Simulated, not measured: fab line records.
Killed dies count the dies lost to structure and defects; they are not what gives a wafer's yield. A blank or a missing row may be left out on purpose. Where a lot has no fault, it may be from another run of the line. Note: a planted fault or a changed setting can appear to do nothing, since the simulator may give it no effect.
Chamber matching | flow gf180mcu | wetBench-03 running GF_VT_IMPLANT_WET_ETCH_50: 3 sister chambers
The step etches SiO2 in dHF, target depth 20 nm, time 400 s. 14 wafers are shown with their chamber, then 4 later ones without.

## WAFERS, EACH WITH ITS CHAMBER
wafer  | chamber | tempC (C)
L265.2 | 2       | 24.85
L265.3 | 2       | 24.87
L265.5 | 2       | 25.04
L266.1 | 3       | 24.99
L266.2 | 3       | 25.08
L266.4 | 3       | 25.09
L267.1 | 1       | 24.93
L267.3 | 1       | 25.05
L267.4 | 1       | 24.85
L268.2 | 2       | 24.77
L268.4 | 2       | 24.80
L268.6 | 2       | 25.04
L275.2 | 2       | 24.89
L275.4 | 2       | 25.01

SIGNATURES (averages over the wafers above)
reading | chamber 1 | chamber 2 | chamber 3 | scatter within a chamber
tempC   | 24.9433   | 24.9088   | 25.0533   | 0.0988
Rule: a wafer lies at a distance from a chamber equal to the root of the sum of squares, over the readings, of (its reading less the chamber's mean, divided by the reading's scatter). If the next closest chamber is less than 2 further off than the closest, the wafer can't be placed; otherwise it belongs to the closest. The scatter: the root of (the sum of the squares of (reading less its chamber's mean) over the shown wafers, divided by (wafers less chambers)).

## WAFERS WITHOUT THEIR CHAMBER
wafer  | tempC (C)
L275.6 | 25.04
L278.3 | 24.93
L278.5 | 25.03
L278.6 | 24.97

## WHICH CHAMBER EACH ONE RAN IN
wafer  | from the rows above          | in truth
L275.6 | can't be placed: 3 or 1 or 2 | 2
L278.3 | can't be placed: 1 or 2 or 3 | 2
L278.5 | can't be placed: 3 or 1 or 2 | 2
L278.6 | can't be placed: 1 or 2 or 3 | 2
Correct placement for 0 of the 4. Can't be placed from these rows: 4 (the true chamber is among the candidates in 4). Wrongly placed: 0.
